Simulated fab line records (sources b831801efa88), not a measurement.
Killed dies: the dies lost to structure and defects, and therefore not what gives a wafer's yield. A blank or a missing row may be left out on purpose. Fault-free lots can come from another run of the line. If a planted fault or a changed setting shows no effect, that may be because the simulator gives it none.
Check for tools in common ; flow gf180mcu ; 13 lots and 39 wafers in the sample

THE REASON FOR OPENING IT
At GF_NSD_OVL_MEAS_08 the reading NSD_OVL is flagged on 2 of 13 lots. No-fault wafers: 1.2 nm, standard deviation 1.4.
Rule: a lot is flagged in two cases, either no wafer of it has a number, or all its wafers with numbers fall more than 4 standard deviations from that mean. The other lots count as sound.

lot;measured;on;NSD_OVL (nm), wafer by wafer;flag
L248;day 13 12:13;overlay-01;3.9 1.7 2.3;
L249;day 13 16:57;overlay-02;0.8 0.7 1.2;
L250;day 14 01:38;overlay-01;0.1 0.0 1.3;
L251;day 14 16:46;overlay-01;-0.1 -0.3 0.1;
L253;day 15 07:00;overlay-02;3.8 3.3 2.1;
L255;day 15 16:50;overlay-02;2.1 1.6 1.1;
L256;day 15 22:57;overlay-02;1.7 2.2 2.0;
L257;day 16 11:02;overlay-02;0.4 0.8 2.3;
L258;day 17 02:23;overlay-02;1.3 0.1 2.2;
L259;day 17 06:30;overlay-01;-0.6 1.9 0.8;
L266;day 19 11:46;overlay-01;208.4 210.0 210.8;FLAGGED
L268;day 20 06:57;overlay-02;213.4 214.8 214.1;FLAGGED
L269;day 20 17:00;overlay-01;3.5 3.9 3.0;
The numbers of the flagged lots are 211.9 nm on average: +210.7 nm against the usual, or +99 or more standard deviations.

WHICH TOOL RAN EACH LOT
2 process steps preceding the reading are held in the record, out of 602 steps in the route. In each cell: the tool, then ch and the chambers that the sampled wafers went through, then the start.
lot;flag;GF_HV_LDD_STRIP_22;GF_NSD_EXPOSE_04
L248;;plasma-asher-01 ch 0,1, day 10 20:59;iline-stepper-01 ch 0, day 13 02:16
L249;;plasma-asher-03 ch 0,1, day 11 02:36;iline-stepper-01 ch 0, day 13 07:04
L250;;plasma-asher-04 ch 0, day 11 11:06;iline-stepper-01 ch 0, day 13 15:18
L251;;plasma-asher-03 ch 0,1, day 12 00:59;iline-stepper-01 ch 0, day 14 06:40
L253;;plasma-asher-03 ch 0,1, day 12 10:54;iline-stepper-01 ch 0, day 14 20:34
L255;;plasma-asher-03 ch 0,1, day 12 23:26;iline-stepper-02 ch 0, day 15 06:20
L256;;plasma-asher-03 ch 0,1, day 13 04:30;iline-stepper-01 ch 0, day 15 12:10
L257;;plasma-asher-01 ch 0,1, day 13 15:17;iline-stepper-02 ch 0, day 16 00:01
L258;;plasma-asher-03 ch 0,1, day 14 02:47;iline-stepper-01 ch 0, day 16 14:30
L259;;plasma-asher-01 ch 0,1, day 14 07:19;iline-stepper-02 ch 0, day 16 19:10
L266;FLAGGED;plasma-asher-03 ch 0,1, day 16 09:02;iline-stepper-02 ch 0, day 18 23:46
L268;FLAGGED;plasma-asher-03 ch 0,1, day 17 03:32;iline-stepper-02 ch 0, day 19 18:47
L269;;plasma-asher-03 ch 0,1, day 17 14:23;iline-stepper-01 ch 0, day 20 05:42
These steps, and what they do:
- GF_HV_LDD_STRIP_22: strips in O2/N2.
- GF_NSD_EXPOSE_04: exposes mask Nplus, target cd 400 nm.
- GF_NSD_OVL_MEAS_08

FLAGGED OVER TOTAL, TOOL BY TOOL (the gauges that took the reading come last)
step;tool;lots run;flagged;share of the flagged lots;sound lots run after its first flagged lot
GF_HV_LDD_STRIP_22;plasma-asher-01;3;0;none;-
GF_HV_LDD_STRIP_22;plasma-asher-03;9;2;all;1 (L269)
GF_HV_LDD_STRIP_22;plasma-asher-04;1;0;none;-
GF_NSD_EXPOSE_04;iline-stepper-01;8;0;none;-
GF_NSD_EXPOSE_04;iline-stepper-02;5;2;all;0
GF_NSD_OVL_MEAS_08;overlay-01;6;1;some;1 (L269)
GF_NSD_OVL_MEAS_08;overlay-02;7;1;some;0

WHAT THE TABLE ALLOWS
Table rows that saw every flagged lot: 2, namely plasma-asher-03 at GF_HV_LDD_STRIP_22 and iline-stepper-02 at GF_NSD_EXPOSE_04.
- plasma-asher-03 at GF_HV_LDD_STRIP_22 ran 9 lots, 2 of them flagged. After the first flagged lot (L269), sound lots still ran on it; a lasting fault on the whole tool would not permit that.
- iline-stepper-02 at GF_NSD_EXPOSE_04 ran 5 lots, 2 of them flagged. It ran its last sound lot, L259, at day 16 19:10 and its first flagged lot, L266, at day 18 23:46: a fault with its onset between the two fits.
One tool is left: iline-stepper-02 at GF_NSD_EXPOSE_04.

WHAT THE SIMULATOR HAD INSERTED
Scanner matching overlay: iline-stepper-02, from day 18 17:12 on, at GF_NSD_EXPOSE_04. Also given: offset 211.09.
Shown lots that were struck: L266, L268. The same result came from the rule above.
